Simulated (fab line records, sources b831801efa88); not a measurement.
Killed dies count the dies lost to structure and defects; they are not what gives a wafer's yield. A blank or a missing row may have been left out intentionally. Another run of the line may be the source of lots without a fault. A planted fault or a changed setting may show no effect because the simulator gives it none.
Code-filled problem report in 8D (eight disciplines) form || flow gf180mcu || the parts of the form that need people (team, actions taken, sign-off) are left out

## 1. THE ISSUE
PSD_TW at GF_PSD_TW_MEAS_11 reads a mean of 300 on 3 wafers of 1 lot; wafers without a fault read 3181 with a standard deviation of 26. That is -99 or more standard deviations from the usual mean.
The first sign was on wafer L264.3 at day 15 08:11, on film-metro-01. The record has a number at this step for 33 wafers belonging to 11 lots. By rule, "out" or "out of limits" means more than 4 standard deviations away from the usual mean. The rest of the wafers with a number are treated as sound.

## 2. WHAT IT IS; WHAT IT IS NOT
{"question": "which readings at this step", "is": "PSD_TW", "is not": "-"}
{"question": "which lots", "is": "L264", "is not": "L263, L271, L273, L274, L277, L278, L280, L281, L282, L284"}
{"question": "which wafers of those lots", "is": "all that have a number", "is not": "-"}
{"question": "read on which gauges", "is": "film-metro-01", "is not": "film-metro-02, film-metro-04"}
{"question": "when", "is": "from day 15 08:11", "is not": "up to then (3 sound wafers); but 27 sound wafers of L271, L273, L274, L277, L278, L280, L281, L282, L284 came after"}

## 3. SUSPECTS, AND WHAT RULES EACH OUT
Counting: a tool at a process step up to the reading stays a suspect if it ran every lot that is out and no sound lot after the first of them.
- the gauge at GF_PSD_TW_MEAS_11 is ruled out. All the wafers that are out were read on film-metro-01, but those of them that GF_NSD_STRIP_11 has rows for are out there too, on other tools.
- rtp-anneal-01 at GF_HV_LDD_RTA_52 (time 10 s): ruled out as a lasting fault. The sound lots L273, L274, L282, L284 went through it after L264, its earliest lot that is out (day 13 11:03).
- plasma-asher-04 at GF_NSD_STRIP_11 (strips in O2/N2): ruled out as a lasting fault. The sound lots L278 went through it after L264, its earliest lot that is out (day 14 10:49).
- plasma-asher-03 at GF_PSD_STRIP_10 (strips in O2/N2): ruled out as a lasting fault. The sound lots L271, L277, L281 went through it after L264, its earliest lot that is out (day 15 08:05).
Left after counting: nothing in the record.

## 4. THE CAUSE (what the simulator had put in)
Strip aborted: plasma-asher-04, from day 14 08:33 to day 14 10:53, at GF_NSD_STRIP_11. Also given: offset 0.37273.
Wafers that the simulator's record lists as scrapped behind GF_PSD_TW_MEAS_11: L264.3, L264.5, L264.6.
The count ruled it out by mistake, since the rule takes a fault to strike every lot its tool runs from the start of the fault on, and this one did not do so.

## 5. SEQUENCE OF EFFECTS, ordered by route
Rows list readings where the struck wafers' mean (over those with a number) sits beyond 3 standard deviations from the usual. Only readings whose record carries a usual standard deviation are examined. hours: median over the lots of the time between each lot's start at the first step of this table that gives one and its start at this step. sigmas: the change, counted in usual standard deviations.
{"hours": 0, "step": "GF_NSD_STRIP_11", "reading": "oes-product-au", "usual": "0.485 a.u.", "on struck wafers": 0.592, "change": "+0.107", "sigmas": "+24"}
{"hours": 21, "step": "GF_PSD_STRIP_10", "reading": "strip-time-to-endpoint-s", "usual": "16.53 s", "on struck wafers": 17.97, "change": "+1.44", "sigmas": "+35"}
{"hours": 21, "step": "GF_PSD_TW_MEAS_11", "reading": "PSD_TW", "usual": 3181, "on struck wafers": 300, "change": -2881, "sigmas": "-99 or more"}
Here are the process steps it includes:
- GF_NSD_STRIP_11: strips in O2/N2.
- GF_PSD_STRIP_10: strips in O2/N2.
Readings that are blank on the struck wafers while sound wafers have them: strip-time-to-endpoint-s at GF_NSD_STRIP_11.

## 6. WHAT WOULD HAVE CAUGHT IT SOONER
Counted from the fault's start at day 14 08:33, it took 24 hours until the first out-of-limits reading at a measuring or inspecting step in this record, taken at day 15 08:11.
Tool's own readings at GF_NSD_STRIP_11, oes-product-au: out on all struck wafers the step has rows for; an alarm limit on them would have tripped on the first.
